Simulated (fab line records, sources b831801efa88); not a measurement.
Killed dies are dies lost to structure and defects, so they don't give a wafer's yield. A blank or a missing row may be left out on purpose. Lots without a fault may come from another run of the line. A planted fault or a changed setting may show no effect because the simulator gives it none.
fab line records | flow gf180mcu
record lots=5 wafers=15 last_day=33
route steps=602 shown SALICIDE@285 CONTACT@287 M1@315
lots that met no fault: from a run of the same line without faults
start_h: hours from the record's first day to the start of the lot's first wafer shown | wait_h: hours since the lot's step before | " the same as in the row above | L1.1+2: a row that stands for several wafers | - no value, or no start given | * or withheld: withheld | < > ~ a bound
route shown NAME@n: a module of which the file shows steps, and the number in the route of the first | usual: mean/standard deviation of fault-free wafers | same: alike in all rows | chamber/n: place in a boat | sites: the reading at each site | _std_site: their standard deviation | _edge_site: outer sites' mean less inner sites' | radius_mm: how far each site lies from the wafer's centre | mask NAME#n: copy n | behind: the tool/chamber that last shaped the wafer | hold: why the lot was held/for how many hours/how that ended | device: the transistor (n, p or np) that didn't switch | end of line: the same wafers' tests at the end of the route | a step without rows: its recipe alone | killed: dies lost to structure and defects at the first sort, not the wafer's yield | map: a wafer's dies, x killed, . not, _ none there
set.NAME: the setting as run; set.NAME@STEP: as run at that earlier step | model.NAME: the simulator's own value behind a step, which no gauge read
lots at some steps of the route; a table a step, a row a wafer
services: from which hour (start_h, from the record's first day; less than 0 if before it) a tool's chamber was out of use, for how many hours, and why
## steps
# step GF_SALICIDE_WET_ETCH_07
# recipe chemistry=SPM target_depth_nm=120 dry=n2_spin
# columns lot.wafer tool chamber start_h wait_h
L074.3+4+6 wet_bench-01 3 347.19 0.1
L083.1+2+3 wet_bench-01 1 416.09 0.1
L086.2+5+6 wet_bench-04 1 443.22 0.1
L092.2+5+6 wet_bench-04 2 496.31 0.1
L093.1+5+6 wet_bench-01 3 505.75 0.1
# step GF_SALICIDE_RTA_08
# recipe temp_c=800 time_s=30 ambient=N2
# usual anneal_temp_c_max=804.1/1.2 lamp_power_pct=16.6/1.3 wafer_temp_C_max=803.3/0.91
# columns lot.wafer tool chamber start_h wait_h anneal_temp_c_max lamp_power_pct wafer_temp_C_max
L074.3 rtp_anneal-02 0 347.31 0.0 803.0 17.8 803.5
L074.4 " 0 " " 803.4 17.8 803.5
L074.6 " 0 " " 803.8 17.8 803.4
L083.1 rtp_anneal-02 0 416.27 0.0 802.4 17.8 803.1
L083.2 " 0 " " 803.4 17.8 802.6
L083.3 " 0 " " 803.0 17.8 802.7
L086.2 rtp_anneal-01 0 443.32 0.0 805.5 15.3 803.5
L086.5 " 0 " " 805.1 15.3 802.8
L086.6 " 0 " " 805.9 15.3 803.7
L092.2 rtp_anneal-01 0 496.42 0.0 805.7 15.3 803.7
L092.5 " 0 " " 805.0 15.3 803.4
L092.6 " 0 " " 805.0 15.3 803.4
L093.1 rtp_anneal-02 0 505.84 0.0 802.7 17.8 802.6
L093.5 " 0 " " 802.6 17.8 802.2
L093.6 " 0 " " 802.9 17.8 802.4
# step GF_CONTACT_CVD_00
# recipe material=SiO2 target_thk_nm=300 sigma_open_frac=0.3 temp_c=400 time_s=50 sih4_flow_sccm=60 pressure_mtorr=6
# columns lot.wafer tool chamber start_h wait_h
L074.3+4+6 hdpcvd-02 2,0,1 347.38 0.1
L083.1+2+3 hdpcvd-01 0,1,2 416.37 0.1
L086.2+5+6 hdpcvd-02 0,0,2 443.41 0.1
L092.2+5+6 hdpcvd-02 2,1,2 496.50 0.1
L093.1+5+6 hdpcvd-01 1,1,2 505.94 0.1
# step GF_CONTACT_THK_MEAS_01
# recipe reads=SiO2_of_CONTACT_CVD_00
# usual CONTACT_CVD_00_THK=301/3.5
# columns lot.wafer tool chamber start_h wait_h CONTACT_CVD_00_THK[nm]
L074.3 film_metro-03 - 347.44 0.0 302
L074.4 " - " " 304
L074.6 " - " " 298
L083.1 film_metro-04 - 416.41 0.0 301
L083.2 " - " " 301
L083.3 " - " " 307
L086.2 film_metro-02 - 443.54 0.1 300
L086.5 " - " " 302
L086.6 " - " " 303
L092.2 film_metro-03 - 496.56 0.0 302
L092.5 " - " " 299
L092.6 " - " " 304
L093.1 film_metro-02 - 505.98 0.0 296
L093.5 " - " " 296
L093.6 " - " " 296
# step GF_CONTACT_CVD_02
# recipe material=SiO2 target_thk_nm=860 precursor=TEOS temp_c=400 time_s=95.992 rf_w=600
# usual heater_power_w=646/95
# columns lot.wafer tool chamber start_h wait_h heater_power_w
L074.3 pecvd-04 1 347.48 0.0 637
L074.4 " 1 " " 506
L074.6 " 0 " " 702
L083.1 pecvd-01 0 416.47 0.1 690
L083.2 " 1 " " 564
L083.3 " 2 " " 761
L086.2 pecvd-04 0 443.59 0.0 724
L086.5 " 2 " " 636
L086.6 " 1 " " 573
L092.2 pecvd-03 1 496.61 0.0 570
L092.5 " 1 " " 616
L092.6 " 0 " " 627
L093.1 pecvd-01 0 506.04 0.1 623
L093.5 " 0 " " 688
L093.6 " 1 " " 634
# step GF_CONTACT_THK_MEAS_03
# recipe reads=SiO2_of_CONTACT_CVD_02
# usual CONTACT_CVD_02_THK=857/10
# columns lot.wafer tool chamber start_h wait_h CONTACT_CVD_02_THK[nm]
L074.3 film_metro-04 - 347.57 0.1 852
L074.4 " - " " 873
L074.6 " - " " 868
L083.1 film_metro-02 - 416.54 0.0 843
L083.2 " - " " 851
L083.3 " - " " 851
L086.2 film_metro-02 - 443.67 0.0 850
L086.5 " - " " 861
L086.6 " - " " 865
L092.2 film_metro-04 - 496.69 0.0 847
L092.5 " - " " 851
L092.6 " - " " 871
L093.1 film_metro-04 - 506.11 0.0 844
L093.5 " - " " 844
L093.6 " - " " 858
# step GF_CONTACT_CMP_04
# recipe material=SiO2 down_force_psi=4 platen_rpm=60 pad_velocity_m_s=0.94248
# usual motor_current_A=11.6/1.1 time_to_endpoint_s=111/6
# columns lot.wafer tool chamber start_h wait_h motor_current_A time_to_endpoint_s
L074.3 cmp-01 3 347.61 0.0 9.5 100
L074.4 " 0 " " 11.3 121
L074.6 " 0 " " 10.8 115
L083.1 cmp-01 1 416.60 0.1 11.5 114
L083.3 " 2 " " 11.0 118
L083.2 " 3 " " 10.3 110
L086.2 cmp-01 1 443.72 0.0 11.4 111
L086.6 " 1 " " 11.6 116
L086.5 " 2 " " 10.9 120
L092.2 cmp-01 3 496.79 0.1 9.8 104
L092.5 " 2 " " 10.8 112
L092.6 " 3 " " 9.9 110
L093.1 cmp-02 3 506.27 0.1 11.8 105
L093.6 " 1 " " 11.5 110
L093.5 " 2 " " 13.8 102
# step GF_CONTACT_BOW_MEAS_05
# recipe mode=bow
# usual CONTACT_BOW=64/7
# columns lot.wafer tool chamber start_h wait_h CONTACT_BOW[um]
L074.3 film_metro-02 - 347.95 0.3 64
L074.4 " - " " 74
L074.6 " - " " 69
L083.1 film_metro-04 - 416.90 0.2 67
L083.2 " - " " 59
L083.3 " - " " 66
L086.2 film_metro-02 - 444.04 0.3 71
L086.5 " - " " 68
L086.6 " - " " 61
L092.2 film_metro-03 - 497.06 0.2 64
L092.5 " - " " 73
L092.6 " - " " 68
L093.1 film_metro-04 - 506.47 0.1 69
L093.5 " - " " 67
L093.6 " - " " 69
# step GF_CONTACT_DEHYDRATE_06
# recipe temp_c=200 time_s=60
# usual heater_power_total_W=160.40/0.13
# columns lot.wafer tool chamber start_h wait_h heater_power_total_W
L074.3 litho_track-01 0 358.10 10.1 160.46
L074.4 " 0 " " 160.16
L074.6 " 0 " " 160.33
L083.1 litho_track-02 0 428.33 11.4 160.39
L083.2 " 0 " " 160.33
L083.3 " 0 " " 160.47
L086.2 litho_track-02 0 455.95 11.9 160.56
L086.5 " 0 " " 160.25
L086.6 " 0 " " 160.45
L092.2 litho_track-01 0 508.52 11.4 160.23
L092.5 " 0 " " 160.60
L092.6 " 0 " " 160.46
L093.1 litho_track-02 0 517.43 10.9 160.44
L093.5 " 0 " " 160.28
L093.6 " 0 " " 160.43
# step GF_CONTACT_HMDS_07
# recipe prime_time_s=60 prime_temp_c=120
# columns lot.wafer tool chamber start_h wait_h
L074.3+4+6 litho_track-01 0 358.25 0.1
L083.1+2+3 litho_track-02 0 428.48 0.1
L086.2+5+6 litho_track-02 0 456.10 0.1
L092.2+5+6 litho_track-01 0 508.67 0.1
L093.1+5+6 litho_track-02 0 517.58 0.1
# step GF_CONTACT_COAT_08
# recipe resist=BARC temp_c=withheld time_s=withheld spin_rpm=withheld resist_thk_nm=withheld
# columns lot.wafer tool chamber start_h wait_h
L074.3+4+6 litho_track-01 0 358.40 0.1
L083.1+2+3 litho_track-02 0 428.63 0.1
L086.2+5+6 litho_track-02 0 456.25 0.1
L092.2+5+6 litho_track-01 0 508.82 0.1
L093.1+5+6 litho_track-02 0 517.73 0.1
# step GF_CONTACT_COAT_09
# recipe resist=KrF spin_rpm=withheld resist_thk_nm=1000
# columns lot.wafer tool chamber start_h wait_h
L074.3+4+6 litho_track-01 0 - -
L083.1+2+3 litho_track-02 0 - -
L086.2+5+6 litho_track-02 0 - -
L092.2+5+6 litho_track-01 0 - -
L093.1+5+6 litho_track-02 0 - -
# step GF_CONTACT_SOFTBAKE_10
# recipe temp_c=130 time_s=60 resist=KrF
# usual heater_power_total_W=93.05/0.058
# columns lot.wafer tool chamber start_h wait_h heater_power_total_W
L074.3 litho_track-01 0 - - 93.08
L074.4 " 0 " " 92.97
L074.6 " 0 " " 93.04
L083.1 litho_track-02 0 - - 93.03
L083.2 " 0 " " 93.11
L083.3 " 0 " " 93.11
L086.2 litho_track-02 0 - - 93.06
L086.5 " 0 " " 93.08
L086.6 " 0 " " 92.98
L092.2 litho_track-01 0 - - 93.04
L092.5 " 0 " " 93.13
L092.6 " 0 " " 93.04
L093.1 litho_track-02 0 - - 93.08
L093.5 " 0 " " 93.00
L093.6 " 0 " " 93.11
# step GF_CONTACT_EXPOSE_11
# recipe mask_id=Contact target_cd_nm=220 na=0.68 source_shape=conventional sigma_outer=0.6 dose_mj=38
# usual focus_offset_nm=0.0/0.5
# columns lot.wafer tool chamber start_h wait_h mask focus_offset_nm
L074.3 krf_scanner-02 0 - - Contact#0 -0.6
L074.4 " 0 " " Contact#0 -0.4
L074.6 " 0 " " Contact#0 -0.1
L083.1 krf_scanner-01 0 - - Contact#0 0.2
L083.2 " 0 " " Contact#0 -0.6
L083.3 " 0 " " Contact#0 0.4
L086.2 krf_scanner-01 0 - - Contact#0 0.4
L086.5 " 0 " " Contact#0 0.4
L086.6 " 0 " " Contact#0 -0.5
L092.2 krf_scanner-01 0 - - Contact#0 0.3
L092.5 " 0 " " Contact#0 -0.4
L092.6 " 0 " " Contact#0 0.7
L093.1 krf_scanner-02 0 - - Contact#0 0.3
L093.5 " 0 " " Contact#0 0.6
L093.6 " 0 " " Contact#0 -0.1
# step GF_CONTACT_PEB_12
# recipe peb_temp_c=135 peb_time_s=90 resist=KrF
# usual heater_power_total_W=85.69/0.083
# columns lot.wafer tool chamber start_h wait_h heater_power_total_W
L074.3 litho_track-01 0 - - 85.83
L074.4 " 0 " " 85.67
L074.6 " 0 " " 85.76
L083.1 litho_track-03 0 - - 85.60
L083.2 " 0 " " 85.63
L083.3 " 0 " " 85.60
L086.2 litho_track-03 0 - - 85.61
L086.5 " 0 " " 85.65
L086.6 " 0 " " 85.77
L092.2 litho_track-02 0 - - 85.74
L092.5 " 0 " " 85.74
L092.6 " 0 " " 85.81
L093.1 litho_track-03 0 - - 85.63
L093.5 " 0 " " 85.67
L093.6 " 0 " " 85.83
# step GF_CONTACT_DEVELOP_13
# recipe develop_time_s=60 resist=KrF dev_temp_c=21
# columns lot.wafer tool chamber start_h wait_h
L074.3+4+6 litho_track-01 0 370.30 0.1
L083.1+2+3 litho_track-03 0 440.88 0.2
L086.2+5+6 litho_track-03 0 468.46 0.2
L092.2+5+6 litho_track-02 0 520.50 0.2
L093.1+5+6 litho_track-03 0 529.83 0.2
# step GF_CONTACT_CD_MEAS_14
# recipe target_cd_nm=220
# usual cd_nm=219.7/1.5
# columns lot.wafer tool chamber start_h wait_h cd_nm
L074.3 cd_sem-01 - 370.44 0.1 218.8
L074.4 " - " " 218.4
L074.6 " - " " 218.9
L083.1 cd_sem-02 - 441.03 0.1 220.5
L083.2 " - " " 220.7
L083.3 " - " " 220.7
L086.2 cd_sem-02 - 468.60 0.1 220.5
L086.5 " - " " 219.2
L086.6 " - " " 220.1
L092.2 cd_sem-02 - 520.65 0.1 218.5
L092.5 " - " " 219.6
L092.6 " - " " 217.9
L093.1 cd_sem-01 - 529.98 0.1 220.2
L093.5 " - " " 220.0
L093.6 " - " " 218.9
# step GF_CONTACT_OVL_MEAS_15
# usual CONTACT_OVL=-4/6.3
# columns lot.wafer tool chamber start_h wait_h CONTACT_OVL[nm]
L074.3 overlay-01 - 370.53 0.1 -6
L074.4 " - " " -4
L074.6 " - " " -5
L083.1 overlay-02 - 441.15 0.1 -2
L083.2 " - " " -2
L083.3 " - " " -3
L086.2 overlay-02 - 468.71 0.1 -15
L086.5 " - " " -11
L086.6 " - " " -17
L092.2 overlay-01 - 520.75 0.1 -1
L092.5 " - " " -8
L092.6 " - " " 2
L093.1 overlay-02 - 530.10 0.1 -9
L093.5 " - " " -1
L093.6 " - " " -9
# step GF_CONTACT_ETCH_16
# recipe chemistry=N2/H2 target_depth_a=withheld overetch_a=withheld time_s=withheld target=BARC ion_energy_ev=200 source_w=500 bias_w=100 pressure_mtorr=30 n2_flow_sccm=100 h2_flow_sccm=200
# usual drypump_motor_current_A=5.4/0.32 n2_flow_sccm=100.03/0.29 oes_product_au=0.854/0.0053 throttle_valve_pct=13.225/0.0091
# columns lot.wafer tool chamber start_h wait_h drypump_motor_current_A n2_flow_sccm oes_product_au throttle_valve_pct
L074.3 rie_diel-04 3 370.55 0.0 5.6 100.00 0.851 13.228
L074.4 " 2 " " 5.6 100.11 0.862 13.227
L074.6 " 3 " " 5.6 99.95 0.847 13.225
L083.1 rie_diel-02 2 441.19 0.0 5.3 100.26 0.852 13.226
L083.2 " 1 " " 5.6 99.63 0.852 13.207
L083.3 " 0 " " 5.1 100.32 0.853 13.214
L086.2 rie_diel-02 1 468.74 0.0 5.6 100.56 0.856 13.216
L086.5 " 2 " " 5.3 99.94 0.859 13.212
L086.6 " 3 " " 5.1 99.62 0.855 13.232
L092.2 rie_diel-04 1 520.78 0.0 5.7 100.17 0.850 13.230
L092.5 " 0 " " 4.9 100.06 0.861 13.211
L092.6 " 1 " " 5.7 100.31 0.853 13.213
L093.1 rie_diel-04 2 530.14 0.0 5.6 100.50 0.855 13.230
L093.5 " 0 " " 4.9 100.06 0.857 13.224
L093.6 " 1 " " 5.7 100.17 0.856 13.229
# step GF_CONTACT_ETCH_17
# recipe chemistry=C4F8/O2/Ar mask_material=KrF target=SiO2 stop_on=CoSi2 source_w=1500 bias_w=1200 pressure_mtorr=40 c4f8_flow_sccm=withheld O2_flow_sccm=6 Ar_flow_sccm=300 time_s=withheld target_depth_a=8600
# usual oes_product_au=0.815/0.0048
# columns lot.wafer tool chamber start_h wait_h oes_product_au
L074.3 rie_diel-04 3 - - 0.814
L074.4 " 2 " " 0.816
L074.6 " 3 " " 0.812
L083.1 rie_diel-02 2 - - 0.816
L083.2 " 1 " " 0.814
L083.3 " 0 " " 0.824
L086.2 rie_diel-02 1 - - 0.828
L086.5 " 2 " " 0.819
L086.6 " 3 " " 0.818
L092.2 rie_diel-04 1 - - 0.809
L092.5 " 0 " " 0.811
L092.6 " 1 " " 0.821
L093.1 rie_diel-04 2 - - 0.820
L093.5 " 0 " " 0.818
L093.6 " 1 " " 0.822
# step GF_CONTACT_STRIP_18
# recipe chemistry=O2/N2 power_w=1400 pressure_mtorr=1500 platen_temp_c=250 o2_flow_sccm=3000 n2_flow_sccm=300 overash_fraction=0.5
# usual drypump_motor_current_A=5.8/0.38 heater_power_w=326/25 n2_flow_sccm=300.0/0.95 o2_flow_sccm=2999/10 oes_product_au=0.580/0.005
# columns lot.wafer tool chamber start_h wait_h drypump_motor_current_A heater_power_w n2_flow_sccm o2_flow_sccm oes_product_au rf_hours_counter_h
L074.3 plasma_asher-03 1 370.75 - 5.6 349 301.3 3011 0.576 -
L074.4 " 0 " " 5.8 331 301.3 2987 0.582 -
L074.6 " 1 " " 5.6 345 300.5 3000 0.579 -
L083.1 plasma_asher-01 1 441.35 - 5.8 312 299.4 3001 0.580 1
L083.2 " 0 " " 6.5 366 300.4 2994 0.580 1
L083.3 " 1 " " 5.8 316 298.5 2995 0.576 -
L086.2 plasma_asher-01 0 468.90 - 6.6 357 300.0 2993 0.585 4
L086.5 " 0 " " 6.5 357 300.1 2992 0.583 -
L086.6 " 1 " " 5.8 306 301.7 3024 0.579 -
L092.2 plasma_asher-04 1 520.95 - 5.8 285 299.6 3006 0.585 92
L092.5 " 0 " " 5.2 323 299.9 2997 0.578 -
L092.6 " 1 " " 5.8 280 299.6 3016 0.586 -
L093.1 plasma_asher-03 0 530.30 - 5.8 326 298.8 2995 0.582 42
L093.5 " 0 " " 5.8 324 296.6 2994 0.576 -
L093.6 " 1 " " 5.6 343 299.9 2999 0.578 -
# step GF_CONTACT_CLEAN_19
# recipe chemistry=SPM
# columns lot.wafer tool chamber start_h wait_h
L074.3+4+6 wet_bench-01 0 370.82 0.0
L083.1+2+3 wet_bench-01 2 441.45 0.1
L086.2+5+6 wet_bench-01 1 469.00 0.1
L092.2+5+6 wet_bench-01 2 521.05 0.1
L093.1+5+6 wet_bench-01 0 530.40 0.1
# step GF_CONTACT_CLEAN_20
# recipe chemistry=DIW
# columns lot.wafer tool chamber start_h wait_h
L074.3+4+6 wet_bench-02 1 370.92 0.0
L083.1+2+3 wet_bench-02 3 441.55 0.0
L086.2+5+6 wet_bench-03 1 469.10 0.0
L092.2+5+6 wet_bench-03 2 521.14 0.0
L093.1+5+6 wet_bench-02 2 530.49 0.0
# step GF_CONTACT_CLEAN_21
# recipe chemistry=dHF time_s=20 dilution=100:1 dry=ipa_marangoni
# columns lot.wafer tool chamber start_h wait_h
L074.3+4+6 wet_bench-01 2 371.01 0.0
L083.1+2+3 wet_bench-03 2 441.65 0.0
L086.2+5+6 wet_bench-02 1 469.19 0.0
L092.2+5+6 wet_bench-01 1 521.32 0.0
L093.1+5+6 wet_bench-03 2 530.59 0.0
# step GF_CONTACT_SPUTTER_22
# recipe material=Ti target_thk_nm=15 chamber_pressure_pa=5 power_w=2500 substrate_temp_c=200 time_s=80.02
# usual throttle_valve_pct=30.4/0.87
# columns lot.wafer tool chamber start_h wait_h throttle_valve_pct
L074.3 pvd_sputter-01 - 371.02 0.0 31.4
L074.4 " - " " 29.3
L074.6 " - " " 31.4
L083.1 pvd_sputter-04 - 441.66 0.0 29.0
L083.2 " - " " 30.8
L083.3 " - " " 30.3
L086.2 pvd_sputter-03 - 469.20 0.0 30.3
L086.5 " - " " 29.3
L086.6 " - " " 30.2
L092.2 pvd_sputter-04 - 521.33 0.0 29.1
L092.5 " - " " 31.4
L092.6 " - " " 30.0
L093.1 pvd_sputter-04 - 530.61 0.0 30.8
L093.5 " - " " 30.4
L093.6 " - " " 31.3
# step GF_CONTACT_SPUTTER_23
# recipe material=TiN target_thk_nm=10 chamber_pressure_pa=5 power_w=4000 time_s=40
# usual throttle_valve_pct=30.4/0.86
# columns lot.wafer tool chamber start_h wait_h throttle_valve_pct
L074.3 pvd_sputter-01 - 371.09 0.0 31.1
L074.4 " - " " 29.4
L074.6 " - " " 31.3
L083.1 pvd_sputter-04 - 441.72 0.0 28.9
L083.2 " - " " 31.0
L083.3 " - " " 30.2
L086.2 pvd_sputter-03 - 469.26 0.0 30.4
L086.5 " - " " 29.9
L086.6 " - " " 30.5
L092.2 pvd_sputter-04 - 521.40 0.0 29.1
L092.5 " - " " 31.2
L092.6 " - " " 30.4
L093.1 pvd_sputter-04 - 530.67 0.0 30.8
L093.5 " - " " 30.3
L093.6 " - " " 31.1
# step GF_CONTACT_CVD_24
# recipe material=W target_thk_nm=300 time_s=90.339 temp_c=400 pressure_torr=40
# usual heater_power_w=815/36
# columns lot.wafer tool chamber start_h wait_h heater_power_w
L074.3 cvd_w-01 1 371.16 0.1 848
L074.4 " 0 " " 820
L074.6 " 1 " " 841
L083.1 cvd_w-02 1 441.76 0.0 741
L083.2 " 0 " " 853
L083.3 " 1 " " 739
L086.2 cvd_w-02 0 469.30 0.0 840
L086.5 " 0 " " 856
L086.6 " 1 " " 742
L092.2 cvd_w-01 0 521.43 0.0 814
L092.5 " 1 " " 829
L092.6 " 0 " " 782
L093.1 cvd_w-02 1 530.71 0.0 749
L093.5 " 1 " " 759
L093.6 " 0 " " 855
# step GF_CONTACT_RS_MEAS_25
# recipe thk_meas_gauge=four-point-probe reads=W_of_CONTACT_CVD_24+TiN_of_CONTACT_SPUTTER_23+Ti_of_CONTACT_SPUTTER_22
# usual CONTACT_W_RS=0.386/0.0036
# columns lot.wafer tool chamber start_h wait_h CONTACT_W_RS[ohm/sq]
L074.3 film_metro-04 - 371.27 0.1 0.381
L074.4 " - " " 0.386
L074.6 " - " " 0.389
L083.1 film_metro-03 - 441.86 0.1 0.389
L083.2 " - " " 0.392
L083.3 " - " " 0.385
L086.2 film_metro-02 - 469.42 0.1 0.382
L086.5 " - " " 0.386
L086.6 " - " " 0.382
L092.2 film_metro-04 - 521.55 0.1 0.384
L092.5 " - " " 0.391
L092.6 " - " " 0.386
L093.1 film_metro-02 - 530.81 0.1 0.385
L093.5 " - " " 0.383
L093.6 " - " " 0.382
# step GF_CONTACT_THK_MEAS_26
# recipe thk_meas_gauge=xrf reads=W_of_CONTACT_CVD_24
# usual CONTACT_W_THK=290.4/2.9
# columns lot.wafer tool chamber start_h wait_h CONTACT_W_THK[nm]
L074.3 film_metro-04 - 371.37 0.1 292.3
L074.4 " - " " 288.7
L074.6 " - " " 285.7
L083.1 film_metro-03 - 441.98 0.1 287.0
L083.2 " - " " 285.0
L083.3 " - " " 291.8
L086.2 film_metro-02 - 469.53 0.1 290.8
L086.5 " - " " 289.8
L086.6 " - " " 292.0
L092.2 film_metro-04 - 521.66 0.1 293.2
L092.5 " - " " 288.4
L092.6 " - " " 290.6
L093.1 film_metro-02 - 530.93 0.1 289.3
L093.5 " - " " 289.3
L093.6 " - " " 289.1
# step GF_CONTACT_CMP_27
# recipe stop_on=SiO2 down_force_psi=3.5 platen_rpm=60 t_overpolish_s=15 target_thk_nm=0 pad_velocity_m_s=0.94248
# usual motor_current_A=10.6/1 overpolish_run_s=14.999/0.0086 time_to_endpoint_s=73/3.9
# columns lot.wafer tool chamber start_h wait_h motor_current_A overpolish_run_s time_to_endpoint_s
L074.3 cmp-01 0 371.41 0.0 10.3 14.995 75
L074.4 " 1 " " 10.2 14.994 75
L074.6 " 0 " " 10.4 14.993 74
L083.3 cmp-01 2 442.04 0.0 9.8 15.001 78
L083.2 " 3 " " 9.4 14.990 67
L083.1 " 1 " " 10.3 15.001 74
L086.2 cmp-02 2 469.73 0.2 12.7 14.996 76
L086.6 " 3 " " 11.0 14.991 77
L086.5 " 0 " " 9.6 15.002 75
L092.2 cmp-01 3 521.76 0.1 9.2 14.991 69
L092.5 " 2 " " 9.9 15.015 76
L092.6 " 3 " " 8.7 15.003 68
L093.1 cmp-01 2 531.14 0.2 9.6 14.984 78
L093.6 " 3 " " 8.7 15.005 70
L093.5 " 0 " " 10.3 15.001 73
# step GF_M1_SPUTTER_00
# recipe material=Ti target_thk_nm=37.5 arriving_ion_energy_ev=80 substrate_temp_c=200 chamber_pressure_pa=2 power_w=4000 time_s=150
# usual throttle_valve_pct=30.2/1
# columns lot.wafer tool chamber start_h wait_h throttle_valve_pct
L074.3 pvd_sputter-03 - 371.71 0.2 30.5
L074.4 " - " " 29.6
L074.6 " - " " 31.3
L083.1 pvd_sputter-01 - 442.34 0.1 29.5
L083.2 " - " " 31.3
L083.3 " - " " 31.5
L086.2 pvd_sputter-01 - 469.88 0.1 29.2
L086.5 " - " " 29.4
L086.6 " - " " 28.0
L092.2 pvd_sputter-03 - 522.01 0.2 29.5
L092.5 " - " " 31.4
L092.6 " - " " 30.5
L093.1 pvd_sputter-01 - 531.29 0.1 29.1
L093.5 " - " " 29.3
L093.6 " - " " 28.2
# step GF_M1_SPUTTER_01
# recipe material=TiN target_thk_nm=30 power_w=6500 time_s=25 chamber_pressure_pa=0.4
# usual throttle_valve_pct=30.2/0.95
# columns lot.wafer tool chamber start_h wait_h throttle_valve_pct
L074.3 pvd_sputter-03 - 371.81 0.1 30.4
L074.4 " - " " 29.4
L074.6 " - " " 31.1
L083.1 pvd_sputter-01 - 442.44 0.1 29.3
L083.2 " - " " 31.5
L083.3 " - " " 31.7
L086.2 pvd_sputter-01 - 469.98 0.1 29.3
L086.5 " - " " 29.5
L086.6 " - " " 28.3
L092.2 pvd_sputter-03 - 522.11 0.1 29.7
L092.5 " - " " 31.2
L092.6 " - " " 30.3
L093.1 pvd_sputter-01 - 531.39 0.1 29.3
L093.5 " - " " 29.6
L093.6 " - " " 28.2
# step GF_M1_SPUTTER_02
# recipe material=AlCu target_thk_nm=450 power_w=10600 time_s=23.9 chamber_pressure_pa=0.4
# usual throttle_valve_pct=30.2/1
# columns lot.wafer tool chamber start_h wait_h throttle_valve_pct
L074.3 pvd_sputter-03 - 371.84 0.0 30.5
L074.4 " - " " 29.6
L074.6 " - " " 31.5
L083.1 pvd_sputter-01 - 442.47 0.0 29.5
L083.2 " - " " 31.5
L083.3 " - " " 31.5
L086.2 pvd_sputter-01 - 470.01 0.0 29.4
L086.5 " - " " 29.3
L086.6 " - " " 28.2
L092.2 pvd_sputter-03 - 522.15 0.0 29.3
L092.5 " - " " 31.6
L092.6 " - " " 30.5
L093.1 pvd_sputter-01 - 531.42 0.0 29.4
L093.5 " - " " 29.5
L093.6 " - " " 28.5
# step GF_M1_SPUTTER_03
# recipe material=Ti target_thk_nm=10 substrate_temp_c=300 chamber_pressure_pa=0.3 power_w=3000 time_s=6.7
# usual throttle_valve_pct=30.2/0.97
# columns lot.wafer tool chamber start_h wait_h throttle_valve_pct
L074.3 pvd_sputter-03 - 371.87 0.0 30.5
L074.4 " - " " 29.9
L074.6 " - " " 31.4
L083.1 pvd_sputter-01 - 442.50 0.0 29.4
L083.2 " - " " 31.2
L083.3 " - " " 31.4
L086.2 pvd_sputter-01 - 470.04 0.0 29.5
L086.5 " - " " 29.7
L086.6 " - " " 28.3
L092.2 pvd_sputter-03 - 522.18 0.0 29.8
L092.5 " - " " 31.8
L092.6 " - " " 30.4
L093.1 pvd_sputter-01 - 531.45 0.0 29.4
L093.5 " - " " 29.6
L093.6 " - " " 28.1
# step GF_M1_SPUTTER_04
# recipe material=TiN target_thk_nm=50 power_w=6500 time_s=41.7 chamber_pressure_pa=0.4
# usual throttle_valve_pct=30.2/0.98
# columns lot.wafer tool chamber start_h wait_h throttle_valve_pct
L074.3 pvd_sputter-03 - 371.89 0.0 30.5
L074.4 " - " " 29.6
L074.6 " - " " 31.4
L083.1 pvd_sputter-01 - 442.52 0.0 29.5
L083.2 " - " " 31.5
L083.3 " - " " 31.5
L086.2 pvd_sputter-01 - 470.06 0.0 29.4
L086.5 " - " " 29.4
L086.6 " - " " 28.3
L092.2 pvd_sputter-03 - 522.20 0.0 29.6
L092.5 " - " " 31.6
L092.6 " - " " 30.4
L093.1 pvd_sputter-01 - 531.47 0.0 29.4
L093.5 " - " " 29.4
L093.6 " - " " 28.2
# step GF_M1_RS_MEAS_05
# recipe thk_meas_gauge=four-point-probe reads=TiN_of_M1_SPUTTER_04+Ti_of_M1_SPUTTER_03+AlCu_of_M1_SPUTTER_02+TiN_of_M1_SPUTTER_01+Ti_of_M1_SPUTTER_00
# usual M1_ALCU_RS=0.0694/0.0008
# columns lot.wafer tool chamber start_h wait_h M1_ALCU_RS[ohm/sq]
L074.3 film_metro-02 - 371.97 0.1 0.0701
L074.4 " - " " 0.0707
L074.6 " - " " 0.0709
L083.1 film_metro-02 - 442.56 0.0 0.0691
L083.2 " - " " 0.0696
L083.3 " - " " 0.0696
L086.2 film_metro-04 - 470.12 0.0 0.0688
L086.5 " - " " 0.0690
L086.6 " - " " 0.0694
L092.2 film_metro-04 - 522.26 0.0 0.0703
L092.5 " - " " 0.0700
L092.6 " - " " 0.0693
L093.1 film_metro-04 - 531.51 0.0 0.0686
L093.5 " - " " 0.0689
L093.6 " - " " 0.0695
# step GF_M1_THK_MEAS_06
# recipe thk_meas_gauge=xrf reads=AlCu_of_M1_SPUTTER_02
# usual M1_ALCU_THK=452/5.8
# columns lot.wafer tool chamber start_h wait_h M1_ALCU_THK[nm]
L074.3 film_metro-02 - 372.07 0.1 446
L074.4 " - " " 443
L074.6 " - " " 440
L083.1 film_metro-02 - 442.68 0.1 455
L083.2 " - " " 451
L083.3 " - " " 450
L086.2 film_metro-04 - 470.23 0.1 458
L086.5 " - " " 457
L086.6 " - " " 454
L092.2 film_metro-04 - 522.37 0.1 445
L092.5 " - " " 450
L092.6 " - " " 452
L093.1 film_metro-04 - 531.63 0.1 455
L093.5 " - " " 456
L093.6 " - " " 451
## services
# columns tool chamber start_h hours kind
cvd_w-02 - 325.87 1.2 repair
krf_scanner-01 - 334.37 1.0 pm
pvd_sputter-04 - 344.15 6.3 repair
pvd_sputter-04 - 345.39 3.0 repair
rie_diel-02 - 353.18 14.6 pm
rie_diel-04 0 364.48 4.4 repair
cvd_w-02 - 364.93 0.5 repair
cvd_w-02 - 370.67 6.9 pm
cmp-01 - 373.65 2.5 repair
krf_scanner-01 - 379.85 1.3 pm
cmp-01 - 391.69 1.0 repair
rie_diel-04 3 393.23 5.3 repair
pvd_sputter-03 - 394.08 0.8 repair
rie_diel-04 2 405.51 3.3 repair
hdpcvd-02 2 406.44 3.6 repair
rie_diel-04 3 408.75 6.8 repair
pvd_sputter-03 - 408.94 3.6 repair
rie_diel-04 2 409.63 1.9 repair
rie_diel-02 1 430.80 2.8 repair
cmp-01 - 460.01 7.6 pm
cmp-01 - 472.18 5.2 repair
wet_bench-03 - 492.67 7.2 repair
cmp-01 - 504.32 4.2 repair
pvd_sputter-04 - 516.42 2.7 repair
## key
fault none
